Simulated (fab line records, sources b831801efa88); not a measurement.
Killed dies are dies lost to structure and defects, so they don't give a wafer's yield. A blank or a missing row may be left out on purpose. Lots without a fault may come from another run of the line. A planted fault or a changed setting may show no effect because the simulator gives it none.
fab line records | flow sky130
record lots=13 wafers=38 last_day=50
route steps=708 shown POLY_CUT@318 PAD_OPEN@708
lots that met no fault: from a run of the same line without faults
start_h: hours from the record's first day to the start of the lot's first wafer shown | wait_h: hours since the lot's step before | " the same as in the row above | L1.1+2: a row that stands for several wafers | - no value, or no start given | * or withheld: withheld | < > ~ a bound
route shown NAME@n: a module of which the file shows steps, and the number in the route of the first | usual: mean/standard deviation of fault-free wafers | same: alike in all rows | chamber/n: place in a boat | sites: the reading at each site | _std_site: their standard deviation | _edge_site: outer sites' mean less inner sites' | radius_mm: how far each site lies from the wafer's centre | mask NAME#n: copy n | behind: the tool/chamber that last shaped the wafer | hold: why the lot was held/for how many hours/how that ended | device: the transistor (n, p or np) that didn't switch | end of line: the same wafers' tests at the end of the route | a step without rows: its recipe alone | killed: dies lost to structure and defects at the first sort, not the wafer's yield | map: a wafer's dies, x killed, . not, _ none there
set.NAME: the setting as run; set.NAME@STEP: as run at that earlier step | model.NAME: the simulator's own value behind a step, which no gauge read
steps of the route over a sample of lots; a table a step, a row a wafer
services: from which hour (start_h, from the record's first day; less than 0 if before it) a tool's chamber was out of use, for how many hours, and why
## steps
# step SKY_POLY_CUT_ETCH_11
# recipe target=Si3N4 chemistry=CF4/CH2F2/Ar stop_on=poly-Si source_w=600 bias_w=150 pressure_mtorr=40 cf4_flow_sccm=40 ch2f2_flow_sccm=20 Ar_flow_sccm=150 time_s=42.5 target_depth_a=600
# usual drypump_motor_current_A=5.8/0.47 oes_product_au=0.827/0.0065 throttle_valve_pct=14.994/0.0098
# columns lot.wafer tool chamber start_h wait_h drypump_motor_current_A oes_product_au rf_hours_counter_h throttle_valve_pct
L239.1 rie_diel-01 0 578.80 0.0 5.2 0.818 12 14.988
L239.2 " 2 " " 5.5 0.818 1 14.999
L239.5 " 2 " " 5.5 0.829 - 14.984
L240.2 rie_diel-03 0 584.75 0.0 6.2 0.827 6 15.006
L240.4 " 1 " " 6.6 0.830 7 15.002
L240.5 " 2 " " 6.3 0.827 - 14.998
L241.2 rie_diel-02 2 593.26 0.0 5.7 0.824 7 14.999
L241.3 " 0 " " 5.4 0.827 4 14.990
L241.5 " 2 " " 5.7 0.831 - 14.988
L242.2 rie_diel-02 0 620.96 0.0 5.4 0.826 4 15.000
L242.3 " 2 " " 5.7 0.828 8 14.999
L242.5 " 1 " " 5.3 0.837 - 15.000
L250.2 rie_diel-02 3 665.81 0.0 6.2 0.824 3 14.983
L250.3 " 0 " " 5.4 0.810 5 14.999
L250.5 " 2 " " 5.7 0.808 - 14.995
L251.4 rie_diel-02 1 673.41 0.0 5.3 0.823 16 14.982
L251.6 " 3 " " 6.2 0.824 - 14.984
L254.3 rie_diel-03 2 693.48 0.0 6.3 0.829 35 15.009
L254.4 " 0 " " 6.2 0.825 9 14.983
L254.6 " 2 " " 6.3 0.822 - 14.995
L255.2 rie_diel-03 0 703.55 0.0 6.2 0.828 9 14.997
L255.4 " 3 " " 5.2 0.813 7 14.999
L255.6 " 2 " " 6.3 0.823 - 14.997
L256.1 rie_diel-03 0 719.71 0.0 6.2 0.818 9 15.004
L256.2 " 1 " " 6.6 0.810 11 14.998
L256.6 " 0 " " 6.2 0.820 - 14.997
L257.1 rie_diel-03 0 723.40 0.0 6.2 0.836 9 14.998
L257.3 " 2 " " 6.3 0.840 36 14.970
L257.6 " 0 " " 6.2 0.827 - 14.995
L258.1 rie_diel-03 1 729.50 0.0 6.6 0.822 11 15.007
L258.3 " 2 " " 6.3 0.827 36 14.993
L258.6 " 3 " " 5.2 0.832 - 14.991
L260.1 rie_diel-03 3 743.90 0.0 5.2 0.829 8 14.985
L260.3 " 2 " " 6.3 0.821 37 14.999
L260.4 " 1 " " 6.6 0.831 11 15.025
L261.2 rie_diel-03 0 746.61 0.0 6.2 0.828 10 14.976
L261.3 " 2 " " 6.3 0.831 37 14.985
L261.4 " 1 " " 6.5 0.832 11 15.000
# step SKY_PAD_OPEN_PROBE_99
# usual killed_at_M0_to_M3=43/6.6 killed_at_M4_up=2.9/1.6 killed_at_contacts=24/4.9 killed_at_front_end=15/4.5 killed_at_other=0.2/0.45 killed_dies=86/8.8 killed_on_rim=16/4.2 killed_open=48/6.4 killed_short=38/5.6
# same gross_dies=492 killed_at_back_side=0
# columns lot.wafer tool chamber start_h wait_h hold killed_at_M0_to_M3 killed_at_M4_up killed_at_contacts killed_at_front_end killed_at_other killed_dies killed_on_rim killed_open killed_short
L239.1 prober-02 - 1092.79 0.1 - 47 7 20 7 0 81 9 40 41
L239.2 prober-02 - 1092.84 0.1 - 50 1 24 14 1 90 16 49 41
L239.5 prober-02 - 1092.99 0.2 - 52 2 24 11 2 91 13 51 40
L240.2 prober-01 - 1097.12 0.1 - 40 2 27 13 0 82 20 44 38
L240.4 prober-01 - 1097.22 0.2 - 40 2 24 12 0 78 15 45 33
L240.5 prober-01 - 1097.27 0.2 - 49 4 30 12 0 95 21 47 48
L241.2 prober-02 - 1102.99 0.1 - 42 6 19 11 0 78 14 46 32
L241.3 prober-02 - 1103.04 0.2 - 44 0 27 21 0 92 18 55 37
L241.5 prober-02 - 1103.14 0.2 - 42 6 11 9 1 69 13 36 33
L242.2 prober-01 - 1124.79 0.1 - 42 3 24 22 0 91 19 49 42
L242.3 prober-01 - 1124.84 0.2 - 49 3 22 12 0 86 17 48 38
L242.5 prober-01 - 1124.94 0.2 - 46 1 24 13 0 84 15 46 38
L250.2 prober-01 - 1153.37 0.1 await_dispo/0.7h/release 38 5 25 18 0 86 16 49 37
L250.3 prober-01 - 1153.42 0.2 await_dispo/0.7h/release 54 3 24 272 0 353 62 64 46
L250.5 prober-01 - 1153.52 0.2 await_dispo/0.7h/release 34 3 24 378 0 439 90 49 32
L254.3 prober-02 - 1172.22 0.2 - 45 1 35 22 0 103 23 59 44
L254.4 prober-02 - 1172.27 0.2 - 55 3 25 20 0 103 18 43 60
L254.6 prober-02 - 1172.37 0.2 - 41 1 29 14 0 85 13 47 38
L255.2 prober-01 - 1178.73 0.1 - 39 5 20 16 0 80 18 46 34
L255.4 prober-01 - 1178.83 0.2 - 51 2 18 19 0 90 17 58 32
L255.6 prober-01 - 1178.93 0.2 - 52 2 17 11 0 82 19 49 33
L256.1 prober-02 - 1186.13 0.1 - 45 3 22 15 0 85 18 41 44
L256.2 prober-02 - 1186.18 0.1 - 50 6 19 17 1 93 19 49 44
L256.6 prober-02 - 1186.38 0.2 - 42 3 25 17 0 87 13 46 41
L257.1 prober-01 - 1188.24 0.1 - 35 4 25 26 0 90 16 56 34
L257.3 prober-01 - 1188.34 0.2 - 38 2 23 29 0 92 13 54 38
L257.6 prober-01 - 1188.49 0.2 - 40 2 26 21 0 89 9 45 44
L258.1 prober-02 - 1190.37 0.1 - 45 1 19 14 0 79 9 44 35
L258.3 prober-02 - 1190.47 0.2 - 41 3 30 16 1 91 8 42 49
L258.6 prober-02 - 1190.62 0.2 - 46 2 27 16 2 93 20 52 41
L260.1 prober-02 - 1203.78 0.1 - 51 4 35 14 0 104 21 58 46
L260.3 prober-02 - 1203.88 0.2 - 43 7 25 16 0 91 14 50 41
L260.4 prober-02 - 1203.93 0.2 - 32 3 26 15 0 76 15 39 37
L261.2 prober-01 - 1204.85 0.1 - 37 5 23 17 0 82 22 49 33
L261.3 prober-01 - 1204.90 0.2 - 46 2 24 11 0 83 22 47 36
L261.4 prober-01 - 1204.95 0.2 - 37 2 20 19 0 78 12 42 36
# killed by level:class
L239.1 VIA1:geometric_particle:open=9 METAL1:geometric_particle:short=8 LI_CONTACT:geometric_particle:open=7 VIA1:geometric_particle:short=7 METAL2:geometric_particle:short=7 CONTACT:geometric_particle:open=6 VIA2:geometric_particle:open=5 LOCAL_INTERCONNECT:geometric_particle:short=4
L239.2 VIA1:geometric_particle:open=12 CONTACT:geometric_particle:open=10 VIA2:geometric_particle:short=8 METAL1:geometric_particle:short=6 VIA3:geometric_particle:open=5 LI_CONTACT:geometric_particle:open=5 FIELD_ISO:geometric_particle:open=4 FIELD_ISO:geometric_particle:short=4
L239.5 VIA2:geometric_particle:open=14 CONTACT:geometric_particle:open=12 VIA1:geometric_particle:open=8 METAL2:geometric_particle:short=7 VIA3:geometric_particle:open=6 VIA1:geometric_particle:short=6 CONTACT:geometric_particle:short=5 VIA2:geometric_particle:short=5
L240.2 CONTACT:geometric_particle:open=11 VIA1:geometric_particle:open=6 LI_CONTACT:geometric_particle:open=6 VIA2:geometric_particle:open=6 VIA1:geometric_particle:short=5 METAL2:geometric_particle:short=5 VIA3:geometric_particle:open=5 FIELD_ISO:geometric_particle:short=4
L240.4 CONTACT:geometric_particle:open=13 VIA2:geometric_particle:open=9 VIA1:geometric_particle:open=7 POLY_GATE:geometric_particle:short=5 METAL2:geometric_particle:short=5 VIA3:geometric_particle:open=5 CONTACT:geometric_particle:short=4 LI_CONTACT:geometric_particle:open=3
L240.5 VIA1:geometric_particle:open=12 CONTACT:geometric_particle:open=10 METAL1:geometric_particle:short=8 POLY_GATE:geometric_particle:short=8 CONTACT:geometric_particle:short=7 LI_CONTACT:geometric_particle:open=6 VIA3:geometric_particle:open=6 METAL2:geometric_particle:short=5
L241.2 VIA1:geometric_particle:open=13 LI_CONTACT:geometric_particle:open=10 METAL1:geometric_particle:short=6 METAL2:geometric_particle:short=5 VIA2:geometric_particle:open=5 POLY_GATE:geometric_particle:open=4 CONTACT:geometric_particle:open=4 METAL4:geometric_particle:short=4
L241.3 LI_CONTACT:geometric_particle:open=10 VIA1:geometric_particle:open=10 CONTACT:geometric_particle:open=9 POLY_GATE:geometric_particle:short=8 VIA3:geometric_particle:open=6 VIA3:geometric_particle:short=6 VIA2:geometric_particle:open=6 POLY_GATE:geometric_particle:open=5
L241.5 VIA1:geometric_particle:open=9 METAL2:geometric_particle:short=5 METAL3:geometric_particle:short=5 VIA2:geometric_particle:open=5 VIA3:geometric_particle:open=5 METAL4:geometric_particle:short=5 LI_CONTACT:geometric_particle:open=4 CONTACT:geometric_particle:open=4
L242.2 LI_CONTACT:geometric_particle:open=8 CONTACT:geometric_particle:open=8 METAL2:geometric_particle:short=7 METAL1:geometric_particle:short=7 VIA1:geometric_particle:open=7 POLY_GATE:geometric_particle:open=6 FIELD_ISO:geometric_particle:open=5 POLY_GATE:geometric_particle:short=5
L242.3 VIA1:geometric_particle:open=11 VIA3:geometric_particle:open=10 METAL2:geometric_particle:short=9 POLY_GATE:geometric_particle:open=6 LI_CONTACT:geometric_particle:open=5 CONTACT:geometric_particle:open=5 LOCAL_INTERCONNECT:geometric_particle:short=5 CONTACT:geometric_particle:short=4
L242.5 VIA1:geometric_particle:open=10 CONTACT:geometric_particle:open=9 VIA2:geometric_particle:open=7 METAL2:geometric_particle:short=6 FIELD_ISO:geometric_particle:open=5 LI_CONTACT:geometric_particle:open=5 METAL1:geometric_particle:short=5 VIA3:geometric_particle:open=5
L250.2 LI_CONTACT:geometric_particle:open=10 VIA1:geometric_particle:open=9 METAL1:geometric_particle:short=7 CONTACT:geometric_particle:open=6 FIELD_ISO:geometric_particle:open=5 FIELD_ISO:geometric_particle:short=4 POLY_GATE:geometric_particle:open=4 LI_CONTACT:geometric_particle:short=4
L250.3 POLY_CUT:area_etch=243 VIA1:geometric_particle:open=15 VIA3:geometric_particle:open=10 CONTACT:geometric_particle:open=10 FIELD_ISO:geometric_particle:short=9 VIA1:geometric_particle:short=8 VIA2:geometric_particle:open=7 LOCAL_INTERCONNECT:geometric_particle:short=6
L250.5 POLY_CUT:area_etch=358 CONTACT:geometric_particle:open=11 VIA1:geometric_particle:open=7 VIA2:geometric_particle:open=7 POLY_GATE:geometric_particle:open=5 POLY_GATE:geometric_particle:short=5 LI_CONTACT:geometric_particle:open=5 VIA3:geometric_particle:open=5
L254.3 CONTACT:geometric_particle:open=17 VIA1:geometric_particle:open=10 METAL1:geometric_particle:short=8 FIELD_ISO:geometric_particle:open=6 LI_CONTACT:geometric_particle:open=6 VIA3:geometric_particle:open=6 FIELD_ISO:geometric_particle:short=5 CONTACT:geometric_particle:short=5
L254.4 VIA3:geometric_particle:open=11 VIA1:geometric_particle:open=10 CONTACT:geometric_particle:short=8 POLY_GATE:geometric_particle:short=7 LI_CONTACT:geometric_particle:open=6 METAL1:geometric_particle:short=6 METAL2:geometric_particle:short=6 FIELD_ISO:geometric_particle:open=5
L254.6 LI_CONTACT:geometric_particle:open=9 CONTACT:geometric_particle:open=8 VIA1:geometric_particle:open=8 VIA3:geometric_particle:open=8 CONTACT:geometric_particle:short=5 VIA1:geometric_particle:short=5 FIELD_ISO:geometric_particle:short=4 LOCAL_INTERCONNECT:geometric_particle:short=4
L255.2 VIA1:geometric_particle:open=8 VIA3:geometric_particle:open=7 LI_CONTACT:geometric_particle:open=6 CONTACT:geometric_particle:open=6 METAL2:geometric_particle:short=6 CONTACT:geometric_particle:short=5 VIA2:geometric_particle:open=5 FIELD_ISO:geometric_particle:open=4
L255.4 VIA1:geometric_particle:open=20 CONTACT:geometric_particle:open=9 FIELD_ISO:geometric_particle:open=6 POLY_GATE:geometric_particle:short=6 LI_CONTACT:geometric_particle:open=5 METAL2:geometric_particle:short=5 METAL1:geometric_particle:short=5 VIA3:geometric_particle:open=5
L255.6 VIA1:geometric_particle:open=13 VIA2:geometric_particle:open=9 LI_CONTACT:geometric_particle:open=7 VIA1:geometric_particle:short=6 METAL2:geometric_particle:short=6 VIA3:geometric_particle:open=6 CONTACT:geometric_particle:open=5 LOCAL_INTERCONNECT:geometric_particle:short=4
L256.1 VIA1:geometric_particle:open=12 CONTACT:geometric_particle:open=6 VIA3:geometric_particle:open=6 METAL1:geometric_particle:short=5 FIELD_ISO:geometric_particle:short=5 LI_CONTACT:geometric_particle:open=5 VIA1:geometric_particle:short=5 LI_CONTACT:geometric_particle:short=4
L256.2 VIA1:geometric_particle:open=9 CONTACT:geometric_particle:open=8 VIA2:geometric_particle:open=8 METAL2:geometric_particle:short=7 LI_CONTACT:geometric_particle:open=6 VIA1:geometric_particle:short=5 VIA3:geometric_particle:short=5 VIA3:geometric_particle:open=5
L256.6 VIA1:geometric_particle:open=9 CONTACT:geometric_particle:open=8 VIA2:geometric_particle:open=8 FIELD_ISO:geometric_particle:short=7 CONTACT:geometric_particle:short=6 VIA1:geometric_particle:short=6 VIA3:geometric_particle:open=6 LI_CONTACT:geometric_particle:open=4
L257.1 CONTACT:geometric_particle:open=11 VIA1:geometric_particle:open=10 POLY_GATE:geometric_particle:open=7 FIELD_ISO:geometric_particle:short=6 VIA2:geometric_particle:open=6 FIELD_ISO:geometric_particle:open=5 CONTACT:geometric_particle:short=5 METAL2:geometric_particle:short=5
L257.3 VIA1:geometric_particle:open=10 LI_CONTACT:geometric_particle:open=9 FIELD_ISO:geometric_particle:open=8 FIELD_ISO:geometric_particle:short=8 POLY_GATE:geometric_particle:short=6 CONTACT:geometric_particle:open=6 METAL1:geometric_particle:short=6 POLY_GATE:geometric_particle:open=5
L257.6 VIA1:geometric_particle:open=11 CONTACT:geometric_particle:short=9 CONTACT:geometric_particle:open=8 FIELD_ISO:geometric_particle:short=7 METAL2:geometric_particle:short=7 VIA3:geometric_particle:open=7 FIELD_ISO:geometric_particle:open=6 LI_CONTACT:geometric_particle:open=6
L258.1 VIA1:geometric_particle:open=10 METAL1:geometric_particle:short=8 VIA2:geometric_particle:open=8 CONTACT:geometric_particle:open=7 FIELD_ISO:geometric_particle:open=5 LI_CONTACT:geometric_particle:open=5 CONTACT:geometric_particle:short=5 VIA1:geometric_particle:short=5
L258.3 CONTACT:geometric_particle:open=14 VIA1:geometric_particle:open=8 METAL1:geometric_particle:short=8 METAL2:geometric_particle:short=6 POLY_GATE:geometric_particle:short=5 CONTACT:geometric_particle:short=5 FIELD_ISO:geometric_particle:open=4 LI_CONTACT:geometric_particle:open=4
L258.6 VIA3:geometric_particle:open=12 VIA1:geometric_particle:open=10 LOCAL_INTERCONNECT:geometric_particle:short=8 CONTACT:geometric_particle:open=8 LI_CONTACT:geometric_particle:open=6 VIA2:geometric_particle:open=4 CONTACT:geometric_particle:short=4 VIA1:geometric_particle:short=4
L260.1 CONTACT:geometric_particle:open=16 VIA1:geometric_particle:open=11 VIA1:geometric_particle:short=8 LI_CONTACT:geometric_particle:open=7 METAL1:geometric_particle:short=6 LI_CONTACT:geometric_particle:short=5 METAL3:geometric_particle:short=5 VIA2:geometric_particle:open=5
L260.3 VIA2:geometric_particle:open=10 CONTACT:geometric_particle:open=7 VIA1:geometric_particle:open=7 METAL2:geometric_particle:short=7 CONTACT:geometric_particle:short=6 VIA3:geometric_particle:open=5 METAL4:geometric_particle:short=5 FIELD_ISO:geometric_particle:open=4
L260.4 POLY_GATE:geometric_particle:open=8 LI_CONTACT:geometric_particle:open=7 METAL2:geometric_particle:short=7 LI_CONTACT:geometric_particle:short=6 CONTACT:geometric_particle:open=6 VIA1:geometric_particle:open=6 VIA1:geometric_particle:short=5 LOCAL_INTERCONNECT:geometric_particle:short=5
L261.2 VIA3:geometric_particle:open=9 LI_CONTACT:geometric_particle:open=8 CONTACT:geometric_particle:open=8 POLY_GATE:geometric_particle:short=6 VIA1:geometric_particle:open=6 VIA2:geometric_particle:open=5 METAL1:geometric_particle:short=5 FIELD_ISO:geometric_particle:short=4
L261.3 LI_CONTACT:geometric_particle:open=10 VIA1:geometric_particle:open=10 VIA3:geometric_particle:open=8 VIA2:geometric_particle:open=6 VIA2:geometric_particle:short=6 VIA3:geometric_particle:short=5 FIELD_ISO:geometric_particle:open=4 METAL2:geometric_particle:short=4
L261.4 CONTACT:geometric_particle:open=10 METAL1:geometric_particle:short=8 METAL2:geometric_particle:short=7 VIA1:geometric_particle:open=6 VIA2:geometric_particle:open=6 FIELD_ISO:geometric_particle:short=5 POLY_GATE:geometric_particle:open=5 LOCAL_INTERCONNECT:geometric_particle:short=5
## services
# columns tool chamber start_h hours kind
rie_diel-03 2 555.01 3.4 repair
rie_diel-01 3 556.17 18.6 repair
rie_diel-03 2 558.47 3.2 repair
rie_diel-03 0 588.20 4.4 repair
rie_diel-02 3 599.23 23.6 repair
rie_diel-03 2 613.23 5.8 repair
rie_diel-02 1 645.93 2.3 repair
rie_diel-03 2 651.07 12.0 repair
rie_diel-01 0 677.27 10.3 repair
rie_diel-01 0 689.48 22.1 repair
rie_diel-01 1 720.09 8.3 repair
rie_diel-02 3 724.93 6.5 repair
rie_diel-02 0 742.45 4.2 repair
## key
first_sign step=SKY_PAD_OPEN_PROBE_99 reading=killed_at_front_end direction=up sigmas=69 usual=15 struck=325
effect step=SKY_PAD_OPEN_PROBE_99 reading=killed_dies direction=up sigmas=35 usual=86 struck=396
more_kills_born_at SKY_POLY_CUT_ETCH_11@rie_diel-02=601
met_at SKY_POLY_CUT_ETCH_11
struck_lots L250
struck_wafers L250.3,L250.5
later_rows_left_out L250.5
tester_left_out L250
onset_between 620.96 665.81
fault kind=process_parameter_drift tool=rie_diel-02 chamber=- onset_h=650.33 steps=SKY_POLY_CUT_ETCH_11 channel=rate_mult offset=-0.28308 shape=step end_h=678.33 scope=struck_wafers_only
# tester_left_out: of these lots the tester's yield and bins aren't shown, on N5 and GAA mostly nor the transistor test; their killed dies are dies lost to structure and defects alone, not to doping, threshold or leakage, so they don't give the yield
# later_rows_left_out: the simulator's readings of these wafers behind a module that went badly wrong aren't trusted and aren't shown, but for the sort
